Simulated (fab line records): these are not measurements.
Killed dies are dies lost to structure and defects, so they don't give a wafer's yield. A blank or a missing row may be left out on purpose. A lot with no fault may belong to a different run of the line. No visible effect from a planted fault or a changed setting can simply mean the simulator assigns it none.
Which tool did it?	flow sky130	12 lots, 36 wafers sampled, at 5 steps of a route of 708

== WHAT THE GAUGES READ, wafer by wafer ==
Not one reading of a measure or inspect step in the record can be checked against a usual standard deviation.

== WHAT TOOL EACH LOT RAN ON (gives the tool, then ch and the chambers of the sampled wafers, and finally the start) ==
lot	SKY_SONOS_ONO_ETCH_15	SKY_RES_PROTECT_STRIP_07	SKY_POLY_GATE_ETCH_16	SKY_LDD_N_DEVELOP_06	SKY_PAD_OPEN_PROBE_99
L569	rie-diel-01 ch 0,2,3, day 12 13:11	plasma-asher-03 ch 0,1, day 15 00:32	rie-diel-03 ch 1,3, day 16 05:25	litho-track-01 ch 0, day 17 11:34	-
L570	rie-diel-04 ch 0,1,3, day 12 22:53	plasma-asher-01 ch 0,1, day 15 09:32	rie-diel-03 ch 0,1,2, day 16 14:58	litho-track-01 ch 0, day 17 21:50	prober-02, day 45 20:21
L574	rie-diel-04 ch 0,1,3, day 14 11:35	plasma-asher-03 ch 0,1, day 17 00:53	rie-diel-03 ch 0,2,3, day 18 10:07	litho-track-01 ch 0, day 19 21:23	-
L578	rie-diel-02 ch 1,3, day 15 22:53	plasma-asher-01 ch 0,1, day 18 16:41	rie-diel-02 ch 0,3, day 20 06:19	litho-track-04 ch 0, day 21 15:13	prober-01, day 48 11:16
L581	rie-diel-02 ch 0,2, day 16 21:35	plasma-asher-03 ch 0,1, day 19 15:14	rie-diel-02 ch 0,2,3, day 21 00:22	litho-track-04 ch 0, day 22 08:53	prober-01, day 48 17:38
L584	rie-diel-04 ch 2,3, day 17 13:56	plasma-asher-02 ch 0,1, day 20 09:01	rie-diel-04 ch 1,2,3, day 21 17:10	litho-track-03 ch 0, day 23 01:50	prober-02, day 49 07:40
L586	rie-diel-04 ch 1,2,3, day 18 09:35	plasma-asher-01 ch 0,1, day 21 05:53	rie-diel-04 ch 0,1,2, day 22 14:25	litho-track-03 ch 0, day 23 21:26	-
L587	rie-diel-01 ch 0,2, day 18 14:01	plasma-asher-01 ch 0,1, day 21 11:20	rie-diel-02 ch 0,1, day 22 18:37	litho-track-01 ch 0, day 24 01:50	prober-01, day 49 18:02
L589	rie-diel-04 ch 0,1,3, day 19 15:44	plasma-asher-02 ch 0,1, day 22 10:29	rie-diel-03 ch 1,2, day 23 17:46	litho-track-01 ch 0, day 25 00:20	prober-01, day 50 05:48
L590	rie-diel-04 ch 1,2,3, day 19 19:05	plasma-asher-03 ch 0,1, day 22 12:02	rie-diel-02 ch 1,2, day 23 19:19	litho-track-04 ch 0, day 25 02:37	-
L591	rie-diel-01 ch 0,2,3, day 20 00:35	plasma-asher-02 ch 0,1, day 22 17:53	rie-diel-03 ch 1,2, day 24 02:13	litho-track-03 ch 0, day 25 09:22	-
L592	rie-diel-02 ch 0,1,3, day 20 12:05	plasma-asher-02 ch 0,1, day 23 07:41	rie-diel-03 ch 0,1,3, day 24 15:40	litho-track-04 ch 0, day 25 22:40	-
- SKY_SONOS_ONO_ETCH_15: etches the open film in CHF3/O2, target depth 19.52 nm, time 7.8 s.
- SKY_RES_PROTECT_STRIP_07: strips in O2/N2.
- SKY_POLY_GATE_ETCH_16: etches Si3N4 in CH3F/O2, stops on poly-Si, time 147.5 s, target depth 75 nm.
- SKY_LDD_N_DEVELOP_06: develop time 60 s.
- SKY_PAD_OPEN_PROBE_99

== WHAT THE TOOLS THEMSELVES READ (means of the sampled wafers that have a number; where no wafer has one, the mark that the record gives instead) ==
SKY_SONOS_ONO_ETCH_15.
lot	tool	drypump-motor-current-A (A)	oes-product-au (a.u.)	throttle-valve-pct (%)
L569	rie-diel-01	5.4	1.004	8.822
L570	rie-diel-04	6.1	1.006	8.821
L574	rie-diel-04	6.1	1.001	8.825
L578	rie-diel-02	5.7	1.022	8.829
L581	rie-diel-02	5.6	0.998	8.829
L584	rie-diel-04	6.3	1.008	8.825
L586	rie-diel-04	6.2	1.010	8.828
L587	rie-diel-01	5.5	0.995	8.834
L589	rie-diel-04	6.1	1.006	8.822
L590	rie-diel-04	6.2	1.005	8.826
L591	rie-diel-01	5.4	1.000	8.819
L592	rie-diel-02	5.8	1.015	8.830

SKY_RES_PROTECT_STRIP_07.
lot	tool	drypump-motor-current-A (A)	oes-product-au (a.u.)	strip-time-to-endpoint-s (s)
L569	plasma-asher-03	5.6	0.521	23.28
L570	plasma-asher-01	5.5	0.522	23.31
L574	plasma-asher-03	5.7	0.518	23.31
L578	plasma-asher-01	5.9	0.515	23.35
L581	plasma-asher-03	5.7	0.519	23.24
L584	plasma-asher-02	5.6	0.516	23.29
L586	plasma-asher-01	5.9	0.519	23.31
L587	plasma-asher-01	5.6	0.517	23.31
L589	plasma-asher-02	5.4	0.515	23.35
L590	plasma-asher-03	5.7	0.518	23.27
L591	plasma-asher-02	5.4	0.513	23.32
L592	plasma-asher-02	5.4	0.520	23.33

SKY_POLY_GATE_ETCH_16.
lot	tool	ch3f-flow-sccm (sccm)	drypump-motor-current-A (A)	oes-product-au (a.u.)	throttle-valve-pct (%)
L569	rie-diel-03	40.03	5.1	0.639	10.535
L570	rie-diel-03	39.95	5.4	0.646	10.536
L574	rie-diel-03	39.99	5.4	0.647	10.537
L578	rie-diel-02	39.94	5.7	0.645	10.530
L581	rie-diel-02	40.03	5.6	0.640	10.530
L584	rie-diel-04	39.94	6.2	0.639	10.546
L586	rie-diel-04	39.83	6.3	0.633	10.533
L587	rie-diel-02	40.01	5.9	0.643	10.530
L589	rie-diel-03	40.03	5.3	0.645	10.542
L590	rie-diel-02	39.92	5.6	0.636	10.539
L591	rie-diel-03	39.91	5.3	0.640	10.537
L592	rie-diel-03	39.99	5.2	0.638	10.539

SKY_LDD_N_DEVELOP_06.
lot	tool	developer-temp-C (C)	resist-line-temp-C (C)
L569	litho-track-01	23.08	22.87
L570	litho-track-01	23.04	23.06
L574	litho-track-01	23.07	23.19
L578	litho-track-04	22.18	22.94
L581	litho-track-04	22.08	22.97
L584	litho-track-03	23.10	23.01
L586	litho-track-03	23.08	22.90
L587	litho-track-01	22.95	22.99
L589	litho-track-01	23.05	22.86
L590	litho-track-04	22.89	23.12
L591	litho-track-03	22.87	22.94
L592	litho-track-04	22.95	22.79

SKY_PAD_OPEN_PROBE_99.
lot	tool	killed_at_M0_to_M3	killed_at_M4_up	killed-at-contacts	killed-at-front-end	killed-at-other	killed-dies	killed-open	killed-short
L570	prober-02	40	4.7	24	18	1.0	88	49	38
L578	prober-01	39	2.3	22	16	0.0	80	44	36
L581	prober-01	47	3.7	24	12	0.3	87	44	43
L584	prober-02	44	2.0	25	13	0.3	84	47	37
L587	prober-01	49	4.7	22	14	0.3	90	49	41
L589	prober-01	43	2.3	26	15	0.3	87	47	39

== THE ANSWER, worked out from the rows above alone ==
Rule: usual is defined by the lots themselves. Put in order of their means at a reading, lots are off if they are a third of the lots or fewer, leave a main group of 4 or more, and stand apart from it by a gap of 3 or more times the standard deviation of the main group's means; of several such gaps the widest counts. A main group whose means are all the same, to the digits that the tables above print for the reading, isn't used. A lot without any number at a reading at which 4 lots or more have one is off too. Where the step has rows for the other lots, those lots are counted as sound. First the gauges in route order, then the tools' own readings, where a lot's mean is used as printed above. At the first step where some lot is off, the reading lying furthest off is the one used; lots without a number count as furthest.
Off: L578, L581, at SKY_LDD_N_DEVELOP_06 (developer-temp-C). Mean 23.01 C and standard deviation 0.081 in the main group.
If a tool, at that step or one of the process steps before it, ran each lot that is off and ran no sound lot following the first of them, it fits. Not one of the candidates tried fits.

== WHAT HAD BEEN PUT IN BY THE SIMULATOR ==
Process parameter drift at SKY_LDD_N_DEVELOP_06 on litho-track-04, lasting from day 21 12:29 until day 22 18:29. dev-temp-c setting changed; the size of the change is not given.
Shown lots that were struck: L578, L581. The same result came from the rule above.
